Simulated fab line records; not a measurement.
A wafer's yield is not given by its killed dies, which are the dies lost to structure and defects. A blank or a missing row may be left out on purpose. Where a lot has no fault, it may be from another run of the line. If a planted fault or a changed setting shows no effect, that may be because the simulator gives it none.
What tool caused it? :: flow sky130 :: Sampling: 13 lots, 39 wafers, 3 of 708 route steps

## WHAT EACH GAUGE READ, for each wafer
SKY_FIELD_ISO_THK_MEAS_02. Usual: for FIELD_ISO_OXIDATION_00_THK the level is 11.98 nm and the standard deviation is 0.22.
lot: L644
measured: day 1 11:59
on: filmMetro-01
FIELD_ISO_OXIDATION_00_THK (nm): 12.14 12.33 12.17
flag: 

lot: L645
measured: day 1 17:02
on: filmMetro-03
FIELD_ISO_OXIDATION_00_THK (nm): 12.32 11.92 12.15
flag: 

lot: L646
measured: day 1 22:18
on: filmMetro-01
FIELD_ISO_OXIDATION_00_THK (nm): 11.60 11.55 11.64
flag: 

lot: L649
measured: day 2 12:50
on: filmMetro-03
FIELD_ISO_OXIDATION_00_THK (nm): 12.10 12.04 11.85
flag: 

lot: L658
measured: day 4 10:27
on: filmMetro-04
FIELD_ISO_OXIDATION_00_THK (nm): 11.92 11.84 11.90
flag: 

lot: L659
measured: day 4 15:58
on: filmMetro-04
FIELD_ISO_OXIDATION_00_THK (nm): 11.82 12.17 12.03
flag: 

lot: L660
measured: day 4 19:40
on: filmMetro-03
FIELD_ISO_OXIDATION_00_THK (nm): 11.79 11.67 11.73
flag: 

lot: L661
measured: day 5 00:38
on: filmMetro-03
FIELD_ISO_OXIDATION_00_THK (nm): 12.18 12.19 12.16
flag: 

lot: L662
measured: day 5 07:28
on: filmMetro-03
FIELD_ISO_OXIDATION_00_THK (nm): 12.15 12.05 12.02
flag: 

lot: L663
measured: day 5 10:38
on: filmMetro-03
FIELD_ISO_OXIDATION_00_THK (nm): 11.85 11.75 11.83
flag: 

lot: L665
measured: day 5 20:38
on: filmMetro-04
FIELD_ISO_OXIDATION_00_THK (nm): 12.31 12.35 12.32
flag: 

lot: L666
measured: day 6 01:38
on: filmMetro-01
FIELD_ISO_OXIDATION_00_THK (nm): 11.85 12.06 12.25
flag: 

lot: L667
measured: day 6 06:38
on: filmMetro-01
FIELD_ISO_OXIDATION_00_THK (nm): 12.37 12.47 12.25
flag: 

SKY_PWDE_TW_MEAS_10. Usual: for PWDE_TW the level is 375 and the standard deviation is 3.7.
lot: L644
measured: day 3 20:31
on: filmMetro-03
PWDE_TW: 376 378 377
flag: 

lot: L645
measured: day 4 01:38
on: filmMetro-02
PWDE_TW: 370 370 367
flag: 

lot: L646
measured: day 4 05:01
on: filmMetro-01
PWDE_TW: 382 379 380
flag: 

lot: L649
measured: day 5 07:01
on: filmMetro-03
PWDE_TW: 380 378 378
flag: 

lot: L660
measured: day 7 12:46
on: filmMetro-02
PWDE_TW: 372 372 373
flag: 

lot: L661
measured: day 7 17:31
on: filmMetro-03
PWDE_TW: 374 374 373
flag: 

lot: L662
measured: day 7 23:59
on: filmMetro-03
PWDE_TW: 374 374 375
flag: 

lot: L663
measured: day 8 12:49
on: filmMetro-02
PWDE_TW: 374 374 376
flag: 

lot: L665
measured: day 9 03:20
on: filmMetro-03
PWDE_TW: 372 373 375
flag: 

lot: L666
measured: day 9 06:28
on: filmMetro-03
PWDE_TW: 372 372 371
flag: 

lot: L667
measured: day 9 06:38
on: filmMetro-02
PWDE_TW: 371 373 371
flag: 

## WHICH TOOL RAN EACH LOT (tool, then ch and the chambers of the sampled wafers, then the start)
lot: L644
SKY_FIELD_ISO_CMP_27: cmp-02 ch 1,2,3, day 2 10:10

lot: L645
SKY_FIELD_ISO_CMP_27: cmp-01 ch 0,2,3, day 2 15:20

lot: L646
SKY_FIELD_ISO_CMP_27: cmp-01 ch 0,1,3, day 2 19:08

lot: L649
SKY_FIELD_ISO_CMP_27: cmp-02 ch 0,2,3, day 3 17:34

lot: L658
SKY_FIELD_ISO_CMP_27: cmp-01 ch 0,2, day 5 10:15

lot: L659
SKY_FIELD_ISO_CMP_27: cmp-01 ch 1,2,3, day 5 15:13

lot: L660
SKY_FIELD_ISO_CMP_27: cmp-01 ch 0,1, day 5 20:35

lot: L661
SKY_FIELD_ISO_CMP_27: cmp-01 ch 0,2, day 6 00:46

lot: L662
SKY_FIELD_ISO_CMP_27: cmp-02 ch 0,1,2, day 6 07:12

lot: L663
SKY_FIELD_ISO_CMP_27: cmp-02 ch 0,2, day 6 15:29

lot: L665
SKY_FIELD_ISO_CMP_27: cmp-01 ch 1,2,3, day 7 06:41

lot: L666
SKY_FIELD_ISO_CMP_27: cmp-02 ch 0,1, day 7 10:50

lot: L667
SKY_FIELD_ISO_CMP_27: cmp-01 ch 0,3, day 7 10:50
- SKY_FIELD_ISO_CMP_27: polishes, stops on Si3N4, t overpolish 16 s, target thk 457.8 nm.

## AS READ BY THE TOOLS THEMSELVES (means over the sampled wafers that have a number; for cases with no such wafer, the mark the record gives instead)
SKY_FIELD_ISO_CMP_27. Usual: edgeZonePressureFrac 1.000, standard deviation 0.0047; headPressurePsi 4.001 psi, standard deviation 0.0087; motorCurrentA 13.0 A, standard deviation 1.1; overpolishRunS 15.999 s, standard deviation 0.0092; slurryFlowMlMin 150.0, standard deviation 0.47; timeToEndpointS 111 s, standard deviation 4.5.
lot: L644
tool: cmp-02
edgeZonePressureFrac: 1.001
headPressurePsi (psi): 3.999
motorCurrentA (A): 12.5
overpolishRunS (s): 16.002
slurryFlowMlMin: 150.0
timeToEndpointS (s): 113
flag: 

lot: L645
tool: cmp-01
edgeZonePressureFrac: 1.003
headPressurePsi (psi): 3.994
motorCurrentA (A): 13.1
overpolishRunS (s): 15.993
slurryFlowMlMin: 150.7
timeToEndpointS (s): 115
flag: 

lot: L646
tool: cmp-01
edgeZonePressureFrac: 0.997
headPressurePsi (psi): 4.007
motorCurrentA (A): 13.9
overpolishRunS (s): 15.989
slurryFlowMlMin: 149.9
timeToEndpointS (s): 119
flag: 

lot: L649
tool: cmp-02
edgeZonePressureFrac: 1.001
headPressurePsi (psi): 3.991
motorCurrentA (A): 12.2
overpolishRunS (s): 16.000
slurryFlowMlMin: 149.7
timeToEndpointS (s): 110
flag: 

lot: L658
tool: cmp-01
edgeZonePressureFrac: -
headPressurePsi (psi): -
motorCurrentA (A): -
overpolishRunS (s): -
slurryFlowMlMin: -
timeToEndpointS (s): -
flag: OFF

lot: L659
tool: cmp-01
edgeZonePressureFrac: -
headPressurePsi (psi): -
motorCurrentA (A): -
overpolishRunS (s): -
slurryFlowMlMin: -
timeToEndpointS (s): -
flag: OFF

lot: L660
tool: cmp-01
edgeZonePressureFrac: 0.996
headPressurePsi (psi): 3.996
motorCurrentA (A): 14.1
overpolishRunS (s): 16.000
slurryFlowMlMin: 150.0
timeToEndpointS (s): 113
flag: 

lot: L661
tool: cmp-01
edgeZonePressureFrac: 1.001
headPressurePsi (psi): 4.005
motorCurrentA (A): 13.5
overpolishRunS (s): 16.004
slurryFlowMlMin: 150.4
timeToEndpointS (s): 110
flag: 

lot: L662
tool: cmp-02
edgeZonePressureFrac: 1.003
headPressurePsi (psi): 4.006
motorCurrentA (A): 12.6
overpolishRunS (s): 15.995
slurryFlowMlMin: 150.3
timeToEndpointS (s): 113
flag: 

lot: L663
tool: cmp-02
edgeZonePressureFrac: 0.996
headPressurePsi (psi): 4.007
motorCurrentA (A): 12.8
overpolishRunS (s): 16.004
slurryFlowMlMin: 149.8
timeToEndpointS (s): 114
flag: 

lot: L665
tool: cmp-01
edgeZonePressureFrac: 0.999
headPressurePsi (psi): 3.998
motorCurrentA (A): 13.1
overpolishRunS (s): 15.996
slurryFlowMlMin: 149.7
timeToEndpointS (s): 111
flag: 

lot: L666
tool: cmp-02
edgeZonePressureFrac: 0.999
headPressurePsi (psi): 4.002
motorCurrentA (A): 12.5
overpolishRunS (s): 15.996
slurryFlowMlMin: 150.1
timeToEndpointS (s): 108
flag: 

lot: L667
tool: cmp-01
edgeZonePressureFrac: 1.003
headPressurePsi (psi): 3.998
motorCurrentA (A): 13.6
overpolishRunS (s): 16.003
slurryFlowMlMin: 149.7
timeToEndpointS (s): 107
flag: 

## THE ANSWER, worked out from the rows above alone
Rule: a lot is off if the mean of its wafers that have a number lies more than 3 standard deviations from the usual mean. Also off: a lot with no number at a reading for which 4 or more lots have one. Any other lot the step has rows for is counted as sound. First the gauges in route order, then the tools' own readings, where a lot's mean is used as printed above. The first step at which some lot is off is used, and at that step the reading that is off furthest; a lot without a number counts as furthest.
Off: L658, L659, at SKY_FIELD_ISO_CMP_27 (edgeZonePressureFrac). Without a number there: L658, L659.
If a tool, at that step or one of the process steps before it, ran each lot that is off and ran no sound lot following the first of them, it fits. Of those tried, none fits.

## WHAT THE SIMULATOR HAD PUT IN
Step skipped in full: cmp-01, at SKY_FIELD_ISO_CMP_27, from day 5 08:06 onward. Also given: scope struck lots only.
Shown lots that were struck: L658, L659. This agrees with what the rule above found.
